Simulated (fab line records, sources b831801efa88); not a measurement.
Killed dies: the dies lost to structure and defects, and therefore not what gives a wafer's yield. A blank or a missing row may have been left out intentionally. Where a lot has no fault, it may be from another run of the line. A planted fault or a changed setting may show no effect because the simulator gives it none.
Comparing a struck lot with a sound one || flow sky130 || 20 steps out of a route of 708
Sound: these wafers, L696.2, L696.3, L696.4. Struck: wafers L706.1, L706.3. (L706.4 of the same lot was not struck and is left out.) The cause comes at the end.
Order at every step that has rows: each side's tool, ch and its chambers, its first start. Under that, the readings that differ: sound wafers || struck wafers || difference of the means || sigmas: that difference in standard deviations of wafers without a fault.
alike: a reading whose means differ by less than 2 such deviations, as well as words and numbers matching on both sides. not compared: withheld readings; readings where some wafer has no value; bounds like >300 that might hide an equal value; numbers whose values overlap and for which the record gives no deviation.
A row with sigmas, a row that says differs or no value, or rows on one side alone: a step with any of these is where the two part. Numbers that have no deviation but don't overlap get no sigmas and don't part them. A reading missing from all wafers of one side parts the sides only when that side holds two or more wafers.

first, 4 steps without rows for these wafers: SKY_METAL3_STRIP_20 (strips in post etch residue remover, time 1200 s); SKY_METAL3_CLEAN_21 (cleans in IPA, time 180 s); SKY_METAL3_CLEAN_22 (cleans in O3/DIW); SKY_VIA3_HDPCVD_00 (deposits SiO2, target thk 1635 nm, time 272.5 s).
SKY_VIA3_THK_MEAS_01:
  sound on film metro-03 at day 40 00:52; struck on film metro-03 at day 42 20:55
  alike: VIA3_HDPCVD_THK
SKY_VIA3_CMP_02: polishes SiO2.
  sound on cmp-02 ch 1,2,3, day 40 00:55; struck on cmp-01 ch 0,3, day 42 21:08
  alike: motor current A, slurry flow ml min
SKY_VIA3_BOW_MEAS_03:
  sound on film metro-03 at day 40 01:14; struck on film metro-04 at day 42 21:23
  alike: VIA3_BOW
then, 5 steps without rows for these wafers: SKY_VIA3_DEHYDRATE_04 (time 60 s); SKY_VIA3_HMDS_05 (prime time 60 s); SKY_VIA3_COAT_06 (resist thk 60 nm); SKY_VIA3_COAT_07 (resist thk 450 nm); SKY_VIA3_SOFTBAKE_08 (time 90 s).
SKY_VIA3_EXPOSE_09: exposes mask VIM3, target cd 200 nm.
  sound on krf scanner-01 ch 0, day 40 14:28; struck on krf scanner-02 ch 0, day 43 09:07
  alike: mask, reticle temp C
then, 2 steps without rows for these wafers: SKY_VIA3_PEB_10; SKY_VIA3_DEVELOP_11 (develop time 60 s).
SKY_VIA3_CD_MEAS_12: the cd target is 200 nm.
  sound on cd sem-01 at day 41 01:22; struck on cd sem-01 at day 43 21:27
{"reading": "cd nm (nm)", "sound": "202.4 200.1 201.2", "struck": "157.2 156.9", "difference": -44.2, "sigmas": -34}
SKY_VIA3_OVL_MEAS_13:
  sound on overlay-01 at day 41 01:29; struck on overlay-01 at day 43 21:34
  alike: VIA3_OVL
SKY_VIA3_ETCH_14: etches BARC in N2/H2, stops on SiO2, time 45.9 s, target depth 60 nm.
  sound on rie diel-02 ch 0,1,3, day 41 01:31; struck on rie diel-02 ch 0,3, day 43 21:36
{"reading": "model.VIA3.cd nm (nm)", "sound": "201.6 200.5 201", "struck": "157.7 156.6", "difference": -43.9, "sigmas": ""}
  alike: drypump motor current A, n2 flow sccm, oes product au, throttle valve pct
  not compared: rf hours counter h
SKY_VIA3_ETCH_15: etches SiO2 in C4F8/O2/Ar, stops on TiN, target depth 507 nm, time 78 s.
  sound on rie diel-02 ch 0,1,3, day 41 01:33; struck on rie diel-02 ch 0,3, day 43 21:38
{"reading": "model.VIA3.cd nm (nm)", "sound": "205.9 203.6 204.6", "struck": "162.3 159.2", "difference": -43.9, "sigmas": ""}
  alike: oes product au
  not compared: rf hours counter h
SKY_VIA3_STRIP_16: strips in O2/N2.
  sound on plasma asher-04 ch 0,1, day 41 01:37; struck on plasma asher-04 ch 0,1, day 43 21:42
  alike: drypump motor current A, n2 flow sccm, oes product au, strip time to endpoint s
  not compared: rf hours counter h

## WHERE THEY PART
Only at SKY_VIA3_CD_MEAS_12, as far as this record shows. Later steps at which nothing parts them and some readings are alike: SKY_VIA3_OVL_MEAS_13, SKY_VIA3_ETCH_14, SKY_VIA3_ETCH_15, SKY_VIA3_STRIP_16.

WHY: whatever the simulator had introduced
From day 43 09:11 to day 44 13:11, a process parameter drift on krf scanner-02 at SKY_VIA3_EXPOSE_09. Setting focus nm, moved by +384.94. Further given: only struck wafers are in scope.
